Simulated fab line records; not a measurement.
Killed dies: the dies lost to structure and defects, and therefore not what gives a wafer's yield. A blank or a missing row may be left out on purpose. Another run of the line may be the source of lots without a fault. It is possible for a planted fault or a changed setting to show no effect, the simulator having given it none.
Which tool was responsible? / flow gf180mcu / Sampling: 6 lots, 18 wafers, 3 of 602 route steps

WHAT EACH GAUGE READ, for each wafer
GF_V5_THK_MEAS_25: measures by xrf.
lot=L495; measured=day 27 20:55; on=film_metro-03; V5_W_THK (nm)=354 359 362
lot=L505; measured=day 31 02:17; on=film_metro-01; V5_W_THK (nm)=346 345 348
lot=L507; measured=day 31 07:17; on=film_metro-04; V5_W_THK (nm)=354 347 348
lot=L509; measured=day 32 07:56; on=film_metro-01; V5_W_THK (nm)=348 348 352
lot=L514; measured=day 33 03:10; on=film_metro-03; V5_W_THK (nm)=353 355 353
lot=L516; measured=day 33 11:01; on=film_metro-04; V5_W_THK (nm)=355 352 355

EACH LOT AND THE TOOL THAT RAN IT (in order: tool; ch and the chambers of the sampled wafers; start)
lot=L495; GF_SAB_ETCH_11=rie_diel-04 ch 1,2,3, day 15 15:47; GF_M5_METAL_ETCH_10=rie_metal-04 ch 0,1, day 26 22:19
lot=L505; GF_SAB_ETCH_11=rie_diel-02 ch 1,2, day 19 15:32; GF_M5_METAL_ETCH_10=rie_metal-01 ch 0,1, day 30 05:40
lot=L507; GF_SAB_ETCH_11=rie_diel-04 ch 0,1,3, day 20 00:23; GF_M5_METAL_ETCH_10=rie_metal-01 ch 1, day 30 10:25
lot=L509; GF_SAB_ETCH_11=rie_diel-03 ch 2,3, day 21 09:51; GF_M5_METAL_ETCH_10=rie_metal-03 ch 1, day 31 12:07
lot=L514; GF_SAB_ETCH_11=rie_diel-04 ch 0,2,3, day 22 14:21; GF_M5_METAL_ETCH_10=rie_metal-04 ch 1, day 32 08:35
lot=L516; GF_SAB_ETCH_11=rie_diel-02 ch 0,1,2, day 22 22:29; GF_M5_METAL_ETCH_10=rie_metal-01 ch 1, day 32 16:26
- GF_SAB_ETCH_11: etches SiO2 in C4F8/O2/Ar, target depth 55 nm, time 8.5 s.
- GF_M5_METAL_ETCH_10: etches the open film in Cl2/BCl3, stops on SiO2, target depth 627.5 nm, time 104.6 s.

THE ANSWER, worked out from the rows above alone
Rule: the lots themselves supply what counts as usual. The widest of any qualifying gaps counts: lots, ordered by their means at a reading, are off when they make up no more than a third of the lots, leave a main group of 4 or more, and stand apart from it by 3 or more times the standard deviation of that group's means. A main group is skipped when, at the precision printed for the reading in the tables above, its means are all equal. Also off: a lot with no number at a reading for which 4 or more lots have one. The other lots that the step has rows for count as sound.
No lot is off on any of the readings shown, so nothing can be concluded from this.

WHAT THE SIMULATOR PUT IN
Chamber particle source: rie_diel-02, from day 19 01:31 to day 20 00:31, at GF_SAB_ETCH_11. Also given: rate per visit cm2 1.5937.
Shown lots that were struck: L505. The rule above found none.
